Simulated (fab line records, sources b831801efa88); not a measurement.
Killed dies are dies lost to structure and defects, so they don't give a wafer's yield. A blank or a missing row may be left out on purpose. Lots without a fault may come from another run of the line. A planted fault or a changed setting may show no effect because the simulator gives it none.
Chamber matching | flow sky130 | SKY_VIA4_CMP_02 on cmp-01: 4 sister chambers
The step polishes SiO2. 4 wafers are shown with their chamber, then 9 later ones without.

WAFERS WITH THEIR CHAMBER
wafer  | chamber | motor_current_A (A)
L550.6 | 2       | 13.6
L551.2 | 3       | 13.1
L551.4 | 0       | 12.8
L551.5 | 1       | 10.0

WAFERS WITHOUT THEIR CHAMBER
wafer  | motor_current_A (A)
L552.1 | 10.8
L552.2 | 12.6
L552.5 | 11.6
L557.1 | 12.4
L557.4 | 11.6
L557.6 | 12.1
L558.2 | 12.7
L558.3 | 12.9
L558.6 | 12.7

WHICH CHAMBER EACH WENT THROUGH
wafer  | from the rows above               | in truth
L552.1 | can't be placed: 1 or 0           | 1
L552.2 | can't be placed: 0 or 3 or 2      | 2
L552.5 | can't be placed: 0 or 3 or 1 or 2 | 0
L557.1 | can't be placed: 0 or 3 or 2      | 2
L557.4 | can't be placed: 0 or 3 or 1 or 2 | 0
L557.6 | can't be placed: 0 or 3 or 2      | 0
L558.2 | can't be placed: 0 or 3 or 2      | 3
L558.3 | can't be placed: 0 or 3 or 2      | 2
L558.6 | can't be placed: 0 or 3 or 2      | 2
Placed correctly: 0 of 9. Can't be placed from these rows: 9 (the true chamber is among the candidates in 9). Placed wrongly: 0.
How it was worked out, from the rows above alone: a wafer's distance from a chamber is the root of the sum, over the readings, of the square of ((its reading less the chamber's mean) divided by the reading's scatter). The wafer belongs to the nearest chamber; if the next one is less than 2 further off, it can't be placed. A chamber's mean is the mean of its shown wafers. The scatter: with one shown wafer a chamber, the root of the mean of the squares of how far each hidden wafer lies from its nearest shown one.
